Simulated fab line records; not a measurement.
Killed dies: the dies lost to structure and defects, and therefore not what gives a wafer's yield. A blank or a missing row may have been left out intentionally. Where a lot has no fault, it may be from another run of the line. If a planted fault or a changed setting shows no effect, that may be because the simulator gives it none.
Which tool is to blame?	flow gf180mcu	12 lots, 36 wafers sampled, at 4 steps of a route of 602

WHAT THE GAUGES READ, wafer by wafer
GF_PASSIVATION_THK_MEAS_03. Usual: PASSIVATION_CVD_02_THK gives 698 nm (standard deviation 11).
lot	measured	on	PASSIVATION_CVD_02_THK (nm)	flag
L963	day 28 04:40	film_metro-01	702 712 709	
L964	day 28 13:24	film_metro-02	693 706 722	
L966	day 29 06:52	film_metro-02	679 683 691	
L968	day 29 20:32	film_metro-01	693 703 697	
L969	day 29 22:04	film_metro-04	681 688 702	
L971	day 30 12:05	film_metro-04	693 691 712	
L972	day 30 15:31	film_metro-04	694 701 704	
L973	day 31 06:58	film_metro-04	693 701 707	
L975	day 31 17:13	film_metro-02	696 712 705	
L979	day 32 18:25	film_metro-04	695 707 707	
L980	day 32 21:49	film_metro-01	689 693 696	
L985	day 34 03:18	film_metro-02	690 696 708	

WHICH TOOL RAN EACH LOT (tool, then ch and the chambers of the sampled wafers, then the start)
lot	GF_V4_CMP_26	GF_M5_METAL_ETCH_10	GF_V5_CMP_04
L963	cmp-01 ch 0,1,2, day 24 13:21	rie_metal-01 ch 0,1, day 26 08:31	cmp-01 ch 0,1,3, day 26 09:33
L964	cmp-02 ch 0,1,2, day 24 22:13	rie_metal-04 ch 0, day 26 17:07	cmp-01 ch 2,3, day 26 18:14
L966	cmp-02 ch 0,1,3, day 25 16:28	rie_metal-01 ch 0,1, day 27 11:14	cmp-01 ch 0,2,3, day 27 12:13
L968	cmp-02 ch 0,1,2, day 26 08:43	rie_metal-04 ch 1, day 28 02:22	cmp-02 ch 1,2, day 28 03:26
L969	cmp-02 ch 0,2,3, day 26 10:37	rie_metal-01 ch 0,1, day 28 03:49	cmp-02 ch 0,2,3, day 28 04:51
L971	cmp-02 ch 1,3, day 27 00:42	rie_metal-02 ch 0,1, day 28 17:42	cmp-02 ch 0,1,2, day 28 18:50
L972	cmp-01 ch 2,3, day 27 07:33	rie_metal-04 ch 0,1, day 28 21:53	cmp-01 ch 0,1,2, day 28 22:55
L973	cmp-01 ch 0,2,3, day 27 21:52	rie_metal-04 ch 1, day 29 14:04	cmp-01 ch 0,2,3, day 29 15:11
L975	cmp-02 ch 0,2,3, day 28 10:30	rie_metal-02 ch 0,1, day 30 02:22	cmp-02 ch 0,1,3, day 30 03:24
L979	cmp-02 ch 0,1, day 29 14:07	rie_metal-01 ch 0,1, day 31 03:52	cmp-02 ch 1,2,3, day 31 04:55
L980	cmp-02 ch 0,1,2, day 29 18:36	rie_metal-02 ch 0,1, day 31 08:04	cmp-02 ch 1,2,3, day 31 09:07
L985	cmp-01 ch 0,1,3, day 31 04:07	rie_metal-04 ch 0,1, day 32 15:19	cmp-02 ch 1,2,3, day 32 16:24
- GF_V4_CMP_26: polishes, stops on SiO2, t overpolish 15 s, target thk 0 nm.
- GF_M5_METAL_ETCH_10: etches the open film in Cl2/BCl3, stops on SiO2, target depth 750.8 nm, time 125.1 s.
- GF_V5_CMP_04: polishes SiO2.

WHAT THE TOOLS THEMSELVES READ (means of the sampled wafers that have a number; where no wafer has one, the mark that the record gives instead)
GF_V4_CMP_26. Usual: motor_current_A 11.0 A, standard deviation 1.8; overpolish_run_s 14.999 s, standard deviation 0.0086; time_to_endpoint_s 83 s, standard deviation 4.2.
lot	tool	motor_current_A (A)	overpolish_run_s (s)	time_to_endpoint_s (s)	flag
L963	cmp-01	9.7	14.997	88	
L964	cmp-02	12.6	15.008	79	
L966	cmp-02	11.9	15.004	78	
L968	cmp-02	12.6	15.005	80	
L969	cmp-02	10.9	14.993	80	
L971	cmp-02	12.9	15.009	84	
L972	cmp-01	11.1	14.999	83	
L973	cmp-01	10.2	14.995	88	
L975	cmp-02	11.1	14.996	82	
L979	cmp-02	12.2	15.006	84	
L980	cmp-02	12.8	15.002	85	
L985	cmp-01	9.4	15.000	89	

GF_M5_METAL_ETCH_10. Usual: bcl3_flow_sccm 40.02 sccm, standard deviation 0.13; drypump_motor_current_A 6.1 A, standard deviation 0.35; he_backside_leak_sccm 3.30 sccm, standard deviation 0.23; oes_product_au 0.994 a.u., standard deviation 0.0051; throttle_valve_pct 28.225 %, standard deviation 0.01.
lot	tool	bcl3_flow_sccm (sccm)	drypump_motor_current_A (A)	he_backside_leak_sccm (sccm)	oes_product_au (a.u.)	throttle_valve_pct (%)	flag
L963	rie_metal-01	40.02	5.7	3.26	0.995	28.224	
L964	rie_metal-04	39.89	6.4	3.46	0.992	28.229	
L966	rie_metal-01	40.06	5.7	3.39	0.994	28.223	
L968	rie_metal-04	40.01	6.3	3.26	0.993	28.225	
L969	rie_metal-01	40.01	5.7	3.43	0.998	28.217	
L971	rie_metal-02	39.89	6.4	3.17	0.995	28.220	
L972	rie_metal-04	40.03	6.3	3.52	0.992	28.224	
L973	rie_metal-04	39.92	6.3	3.06	0.995	28.218	
L975	rie_metal-02	39.98	6.3	3.13	0.997	28.232	
L979	rie_metal-01	40.02	5.7	3.42	0.996	28.217	
L980	rie_metal-02	40.10	6.4	3.36	0.994	28.217	
L985	rie_metal-04	40.05	6.3	3.35	0.990	28.230	

GF_V5_CMP_04. Usual: motor_current_A reads 12.2 A (standard deviation 2).
lot	tool	motor_current_A (A)	flag
L963	cmp-01	10.6	
L964	cmp-01	12.1	
L966	cmp-01	11.5	
L968	cmp-02	14.4	
L969	cmp-02	12.2	
L971	cmp-02	13.6	
L972	cmp-01	10.6	
L973	cmp-01	11.2	
L975	cmp-02	12.6	
L979	cmp-02	13.6	
L980	cmp-02	13.0	
L985	cmp-02	13.7	

THE ANSWER, worked out from the rows above alone
Rule: take the mean of a lot's wafers that have a number; if it is more than 3 standard deviations from the usual mean, the lot is off. A lot without any number at a reading at which 4 lots or more have one is off too. Where the step has rows for the other lots, those lots are counted as sound. Order of review: gauges by route order, followed by the tools' own readings, for which a lot's mean as printed above is used. The first step at which some lot is off is used, and at that step the reading that is off furthest; a lot without a number counts as furthest.
No lot is off on any of the readings shown, so nothing can be concluded from this.

WHAT HAD BEEN PUT IN BY THE SIMULATOR
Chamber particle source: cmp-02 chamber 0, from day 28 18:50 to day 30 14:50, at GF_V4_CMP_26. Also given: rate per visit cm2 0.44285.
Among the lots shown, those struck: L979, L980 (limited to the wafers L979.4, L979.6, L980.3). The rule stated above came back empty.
